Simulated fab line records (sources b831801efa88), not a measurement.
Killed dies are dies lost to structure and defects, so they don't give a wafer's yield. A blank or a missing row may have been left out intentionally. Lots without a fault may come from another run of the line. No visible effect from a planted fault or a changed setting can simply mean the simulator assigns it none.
A single fault, viewed from 2 desks	flow sky130	only its own numbers are on each desk; what lay behind them is given at the end

== THE TOOL OWNER'S DESK: rieMetal-02 ==
The tool's own readings at SKY_METAL1_METAL_ETCH_19 (etches the open film in Cl2/BCl3, stops on SiO2, target depth 360 nm, time 78 s): means of the sampled wafers that have a number, for each lot that ran on this tool. The brackets show how far a lot's mean lies from the usual mean; more than 4 standard deviations puts the lot out of limits, marked OUT.
Columns: A = drypumpMotorCurrentA at SKY_METAL1_METAL_ETCH_19, usual 5.6 A; B = oesProductAu at SKY_METAL1_METAL_ETCH_19, usual 0.853 a.u.; C = rfFwdPowerW at SKY_METAL1_METAL_ETCH_19, usual 894 W; D = throttleValvePct at SKY_METAL1_METAL_ETCH_19, usual 22.264 %
lot	first seen here	A	B	C	D
L739	day 32 16:19	5.8	0.857	893	22.267
L747	day 35 01:41	5.7	0.855	895	22.271
L751	day 38 23:01	5.7	0.852	894	22.255
L759	day 39 03:57	5.8	0.853	893	22.266
L761	day 39 09:16	5.8	0.853	893	22.262
Result from this desk: across the 5 lots, nothing is out of limits.

== FROM THE METROLOGY DESK ==
What the gauges read, lot by lot, whatever tool the lot ran on: means of the sampled wafers that have a number. The brackets show how far a lot's mean lies from the usual mean; more than 4 standard deviations puts the lot out of limits, marked OUT.
Columns: A = INCOMING_BOW at SKY_FIELD_ISO_BOW_MEAS_00, usual 0 um; B = cdNm at SKY_FIELD_ISO_CD_MEAS_13, usual 149.8 nm
lot	first seen here	A	B
L739	day 1 10:01	1	152.1
L740	day 1 15:00	-4	149.9
L743	day 2 06:00	6	150.4
L745	day 2 16:02	-3	149.7
L747	day 3 02:00	-1	150.3
L748	day 3 07:00	-5	146.9
L749	day 3 12:00	-6	151.7
L751	day 3 22:00	-3	150.2
L756	day 4 23:01	-3	149.5
L759	day 5 14:01	2	150.2
L761	day 6 00:02	7	149.0
L762	day 6 05:00	1	151.1
Result from this desk: across the 12 lots, nothing is out of limits.

== ALL TOGETHER ==
The desk of the tool owner found nothing out of limits.
The metrology desk saw nothing out of limits.

== WHAT HAD BEEN PUT IN BY THE SIMULATOR ==
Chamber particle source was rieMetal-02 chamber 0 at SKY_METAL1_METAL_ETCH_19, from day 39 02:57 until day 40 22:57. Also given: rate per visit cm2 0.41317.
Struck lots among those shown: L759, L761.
